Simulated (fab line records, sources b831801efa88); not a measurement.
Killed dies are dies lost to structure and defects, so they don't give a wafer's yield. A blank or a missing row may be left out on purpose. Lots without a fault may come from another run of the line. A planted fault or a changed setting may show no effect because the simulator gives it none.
Which tool did it? | flow sky130 | 6 lots, 18 wafers sampled, at 2 steps of a route of 708

WHAT THE GAUGES READ, wafer by wafer
SKY_LDD_P_TW_MEAS_11.
lot  | measured     | on            | LDD_P_TW
L717 | day 20 18:59 | film_metro-01 | 637 636 637
L720 | day 21 21:35 | film_metro-03 | 592 592 592
L728 | day 24 15:47 | film_metro-03 | 644 644 641
L730 | day 25 08:36 | film_metro-03 | 643 640 643
L732 | day 26 02:11 | film_metro-02 | 635 636 638
L734 | day 26 15:09 | film_metro-02 | 634 635 635

WHICH TOOL RAN EACH LOT (tool, then ch and the chambers of the sampled wafers, then the start)
lot  | SKY_LDD_P_IMPLANT_09
L717 | implanter-03 ch 0, day 20 18:44
L720 | implanter-01 ch 0, day 21 21:20
L728 | implanter-01 ch 0, day 24 15:32
L730 | implanter-01 ch 0, day 25 08:23
L732 | implanter-04 ch 0, day 26 01:57
L734 | implanter-01 ch 0, day 26 14:56
- SKY_LDD_P_IMPLANT_09

THE ANSWER, worked out from the rows above alone
Rule: what is usual is taken from the lots themselves. Put in order of their means at a reading, lots are off if they are a third of the lots or fewer, leave a main group of 4 or more, and stand apart from it by a gap of 3 or more times the standard deviation of the main group's means; of several such gaps the widest counts. A main group whose means are all the same, to the digits that the tables above print for the reading, isn't used. A lot without any number at a reading at which 4 lots or more have one is off too. The other lots that the step has rows for count as sound.
Off: L720, at SKY_LDD_P_TW_MEAS_11 (LDD_P_TW). The main group: mean 639, standard deviation 3.3.
A tool fits if, at a process step before that reading, it ran every lot that is off, and no sound lot after the first of them. The gauges at SKY_LDD_P_TW_MEAS_11 are tried like those tools. None of those tried fits.

WHAT THE SIMULATOR HAD PUT IN
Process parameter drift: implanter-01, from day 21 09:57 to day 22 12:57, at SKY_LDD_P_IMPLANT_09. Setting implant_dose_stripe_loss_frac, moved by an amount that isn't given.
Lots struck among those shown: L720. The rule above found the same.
